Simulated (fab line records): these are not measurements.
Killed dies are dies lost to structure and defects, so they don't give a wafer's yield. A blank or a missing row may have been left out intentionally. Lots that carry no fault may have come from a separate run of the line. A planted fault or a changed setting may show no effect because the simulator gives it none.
The tool behind it: which one? / flow gf180mcu / 14 lots, 42 wafers sampled, at 3 steps of a route of 602

## WHAT EACH GAUGE READ, for each wafer
GF_M3_OVL_MEAS_15.
lot=L483; measured=day 21 08:24; on=overlay-01; M3_OVL (nm)=-8 2 3
lot=L484; measured=day 22 00:28; on=overlay-01; M3_OVL (nm)=1 -1 9
lot=L485; measured=day 22 16:42; on=overlay-02; M3_OVL (nm)=-3 -4 -3
lot=L486; measured=day 22 17:12; on=overlay-01; M3_OVL (nm)=8 5 11
lot=L487; measured=day 23 10:46; on=overlay-01; M3_OVL (nm)=-9 0 -1
lot=L488; measured=day 23 12:13; on=overlay-02; M3_OVL (nm)=10 0 13
lot=L496; measured=day 25 21:25; on=overlay-02; M3_OVL (nm)=1 3 -5
lot=L497; measured=day 26 09:02; on=overlay-02; M3_OVL (nm)=4 5 4
lot=L498; measured=day 26 12:44; on=overlay-01; M3_OVL (nm)=-2 3 3
lot=L499; measured=day 26 20:35; on=overlay-02; M3_OVL (nm)=3 4 3
lot=L500; measured=day 27 04:31; on=overlay-01; M3_OVL (nm)=10 -1 13
lot=L501; measured=day 27 07:05; on=overlay-01; M3_OVL (nm)=18 -2 10
lot=L502; measured=day 27 13:30; on=overlay-02; M3_OVL (nm)=1 -5 0
lot=L505; measured=day 28 11:49; on=overlay-01; M3_OVL (nm)=-13 -10 -10

GF_V3_CD_MEAS_14 targets a cd of 260 nm.
lot=L483; measured=day 22 09:23; on=cdSem-02; cdNm (nm)=259.4 261.0 259.2
lot=L484; measured=day 23 00:11; on=cdSem-02; cdNm (nm)=261.0 260.6 259.6
lot=L485; measured=day 23 16:38; on=cdSem-02; cdNm (nm)=259.6 258.8 260.0
lot=L486; measured=day 23 17:17; on=cdSem-02; cdNm (nm)=259.8 258.0 258.3
lot=L487; measured=day 24 10:17; on=cdSem-02; cdNm (nm)=258.1 258.2 258.6
lot=L488; measured=day 24 11:42; on=cdSem-01; cdNm (nm)=260.2 260.7 260.6
lot=L496; measured=day 26 19:52; on=cdSem-01; cdNm (nm)=- - -
lot=L497; measured=day 27 06:21; on=cdSem-01; cdNm (nm)=- - -
lot=L498; measured=day 27 09:59; on=cdSem-02; cdNm (nm)=260.1 259.8 260.1
lot=L499; measured=day 27 18:21; on=cdSem-02; cdNm (nm)=260.9 259.6 260.3
lot=L500; measured=day 28 02:15; on=cdSem-01; cdNm (nm)=260.1 261.1 261.2
lot=L501; measured=day 28 04:12; on=cdSem-01; cdNm (nm)=261.9 260.8 260.7
lot=L502; measured=day 28 10:44; on=cdSem-01; cdNm (nm)=259.9 261.7 261.2
lot=L505; measured=day 29 08:33; on=cdSem-02; cdNm (nm)=259.1 259.8 260.2

## WHAT TOOL EACH LOT RAN ON (gives the tool, then ch and the chambers of the sampled wafers, and finally the start)
lot=L483; GF_V3_DEVELOP_13=lithoTrack-01 ch 0, day 22 09:14
lot=L484; GF_V3_DEVELOP_13=lithoTrack-01 ch 0, day 23 00:02
lot=L485; GF_V3_DEVELOP_13=lithoTrack-04 ch 0, day 23 16:29
lot=L486; GF_V3_DEVELOP_13=lithoTrack-04 ch 0, day 23 17:08
lot=L487; GF_V3_DEVELOP_13=lithoTrack-04 ch 0, day 24 10:08
lot=L488; GF_V3_DEVELOP_13=lithoTrack-02 ch 0, day 24 11:34
lot=L496; GF_V3_DEVELOP_13=lithoTrack-02, day 26 19:44
lot=L497; GF_V3_DEVELOP_13=lithoTrack-01, day 27 06:13
lot=L498; GF_V3_DEVELOP_13=lithoTrack-04 ch 0, day 27 09:50
lot=L499; GF_V3_DEVELOP_13=lithoTrack-01 ch 0, day 27 18:13
lot=L500; GF_V3_DEVELOP_13=lithoTrack-02 ch 0, day 28 02:07
lot=L501; GF_V3_DEVELOP_13=lithoTrack-04 ch 0, day 28 04:03
lot=L502; GF_V3_DEVELOP_13=lithoTrack-01 ch 0, day 28 10:35
lot=L505; GF_V3_DEVELOP_13=lithoTrack-01 ch 0, day 29 08:25
- GF_V3_DEVELOP_13: develop time 60 s.

## WHAT THE TOOLS THEMSELVES READ (means of the sampled wafers that have a number; where no wafer has one, the mark that the record gives instead)
GF_V3_DEVELOP_13.
lot=L483; tool=lithoTrack-01; chillPlateTempC (C)=23.08
lot=L484; tool=lithoTrack-01; chillPlateTempC (C)=23.23
lot=L485; tool=lithoTrack-04; chillPlateTempC (C)=23.07
lot=L486; tool=lithoTrack-04; chillPlateTempC (C)=22.84
lot=L487; tool=lithoTrack-04; chillPlateTempC (C)=23.03
lot=L488; tool=lithoTrack-02; chillPlateTempC (C)=23.07
lot=L496; tool=lithoTrack-02; chillPlateTempC (C)=-
lot=L497; tool=lithoTrack-01; chillPlateTempC (C)=-
lot=L498; tool=lithoTrack-04; chillPlateTempC (C)=23.11
lot=L499; tool=lithoTrack-01; chillPlateTempC (C)=22.95
lot=L500; tool=lithoTrack-02; chillPlateTempC (C)=22.95
lot=L501; tool=lithoTrack-04; chillPlateTempC (C)=23.10
lot=L502; tool=lithoTrack-01; chillPlateTempC (C)=23.18
lot=L505; tool=lithoTrack-01; chillPlateTempC (C)=23.12

## THE ANSWER, worked out from the rows above alone
Rule: the lots themselves supply what counts as usual. The widest of any qualifying gaps counts: lots, ordered by their means at a reading, are off when they make up no more than a third of the lots, leave a main group of 4 or more, and stand apart from it by 3 or more times the standard deviation of that group's means. If all means in a main group match to the digits the tables above print for the reading, that group is not used. A lot without any number at a reading at which 4 lots or more have one is off too. Any other lot the step has rows for is counted as sound. Order of review: gauges by route order, followed by the tools' own readings, for which a lot's mean as printed above is used. The first step at which some lot is off is used, and at that step the reading that is off furthest; a lot without a number counts as furthest.
Off at GF_V3_CD_MEAS_14 (cdNm): L496, L497. Without a number there: L496, L497. For the main group the mean is 260.0 nm and the standard deviation 0.83.
If a tool, at a process step before that reading, ran all the lots that are off and no sound lot after the first of them, it fits. Not tried: the gauges at GF_V3_CD_MEAS_14; whatever is off there is also off at GF_V3_DEVELOP_13, on other tools, and gauge error can't account for it. No candidate that was tried fits.

## WHAT WAS PUT IN BY THE SIMULATOR
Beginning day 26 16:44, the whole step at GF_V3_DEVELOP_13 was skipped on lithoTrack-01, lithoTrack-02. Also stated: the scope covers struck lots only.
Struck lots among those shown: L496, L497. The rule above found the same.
